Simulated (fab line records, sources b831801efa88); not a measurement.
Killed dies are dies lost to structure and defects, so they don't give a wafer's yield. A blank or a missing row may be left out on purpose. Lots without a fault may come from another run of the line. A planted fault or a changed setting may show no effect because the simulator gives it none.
Which tool did it? | flow sky130 | 15 lots, 45 wafers sampled, at 2 steps of a route of 708

WHAT THE GAUGES READ, wafer by wafer
SKY_GATE_OXIDE_OVL_MEAS_10.
lot  | measured     | on         | GATE_OXIDE_OVL (nm)
L949 | day 13 16:32 | overlay-01 | -2.7 -1.6 -0.9
L950 | day 14 06:36 | overlay-02 | -2.5 -0.4 -0.5
L952 | day 14 19:06 | overlay-01 | 0.6 -0.6 -0.8
L953 | day 15 20:25 | overlay-01 | -1.6 -2.8 -3.2
L954 | day 16 12:56 | overlay-02 | -1.8 -2.0 -0.8
L955 | day 17 01:19 | overlay-01 | -3.4 -3.5 -1.8
L958 | day 17 17:22 | overlay-01 | -1.7 -0.8 -0.2
L959 | day 18 00:39 | overlay-02 | -2.4 -0.8 -1.2
L961 | day 18 03:52 | overlay-02 | -2.0 -2.0 -1.1
L962 | day 18 14:40 | overlay-02 | -2.2 -2.3 -0.6
L967 | day 20 04:37 | overlay-01 | 121.6 119.4 122.1
L968 | day 20 18:45 | overlay-01 | -3.4 -1.2 -1.3
L969 | day 21 03:19 | overlay-01 | 119.0 117.3 117.3
L971 | day 21 10:19 | overlay-01 | 122.2 122.6 121.8
L972 | day 22 02:58 | overlay-02 | -3.8 -2.7 -1.0

WHICH TOOL RAN EACH LOT (tool, then ch and the chambers of the sampled wafers, then the start)
lot  | SKY_GATE_OXIDE_EXPOSE_07
L949 | iline_stepper-01 ch 0, day 13 03:43
L950 | iline_stepper-02 ch 0, day 13 17:29
L952 | iline_stepper-01 ch 0, day 14 06:32
L953 | iline_stepper-01 ch 0, day 15 07:40
L954 | iline_stepper-01 ch 0, day 15 22:38
L955 | iline_stepper-01 ch 0, day 16 11:56
L958 | iline_stepper-02 ch 0, day 17 02:58
L959 | iline_stepper-01 ch 0, day 17 10:59
L961 | iline_stepper-01 ch 0, day 17 13:37
L962 | iline_stepper-02 ch 0, day 18 00:01
L967 | iline_stepper-01 ch 0, day 19 13:26
L968 | iline_stepper-02 ch 0, day 20 03:14
L969 | iline_stepper-01 ch 0, day 20 13:12
L971 | iline_stepper-01 ch 0, day 20 19:58
L972 | iline_stepper-02 ch 0, day 21 11:52
- SKY_GATE_OXIDE_EXPOSE_07: exposes mask LVOM, target cd 600 nm.

WHAT THE TOOLS THEMSELVES READ (means of the sampled wafers that have a number; where no wafer has one, the mark that the record gives instead)
SKY_GATE_OXIDE_EXPOSE_07.
lot  | tool             | focus_offset_nm (nm)
L949 | iline_stepper-01 | 0.0
L950 | iline_stepper-02 | 0.3
L952 | iline_stepper-01 | 0.8
L953 | iline_stepper-01 | 0.9
L954 | iline_stepper-01 | 0.4
L955 | iline_stepper-01 | -0.6
L958 | iline_stepper-02 | -0.2
L959 | iline_stepper-01 | -0.4
L961 | iline_stepper-01 | -0.1
L962 | iline_stepper-02 | -0.2
L967 | iline_stepper-01 | -0.7
L968 | iline_stepper-02 | -0.1
L969 | iline_stepper-01 | 0.7
L971 | iline_stepper-01 | -0.7
L972 | iline_stepper-02 | 0.2

THE ANSWER, worked out from the rows above alone
Rule: what is usual is taken from the lots themselves. Put in order of their means at a reading, lots are off if they are a third of the lots or fewer, leave a main group of 4 or more, and stand apart from it by a gap of 3 or more times the standard deviation of the main group's means; of several such gaps the widest counts. A main group whose means are all the same, to the digits that the tables above print for the reading, isn't used. A lot without any number at a reading at which 4 lots or more have one is off too. The other lots that the step has rows for count as sound. The gauges are gone through in route order, then the tools' own readings, and for those a lot's mean is taken as printed above. The first step at which some lot is off is used, and at that step the reading that is off furthest; a lot without a number counts as furthest.
Off: L967, L969, L971, at SKY_GATE_OXIDE_OVL_MEAS_10 (GATE_OXIDE_OVL). The main group: mean -1.7 nm, standard deviation 0.7.
A tool fits if, at a process step before that reading, it ran every lot that is off, and no sound lot after the first of them. The gauges at SKY_GATE_OXIDE_OVL_MEAS_10 are tried like those tools. One fits: iline_stepper-01 at SKY_GATE_OXIDE_EXPOSE_07. Its last sound lot is L961 (day 17 13:37), its first lot that is off L967 (day 19 13:26): a fault that began between those two fits.

WHAT THE SIMULATOR HAD PUT IN
Scanner matching overlay: iline_stepper-01, from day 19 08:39 on, at SKY_GATE_OXIDE_EXPOSE_07. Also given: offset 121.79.
Lots struck among those shown: L967, L969, L971. The rule above found the same.
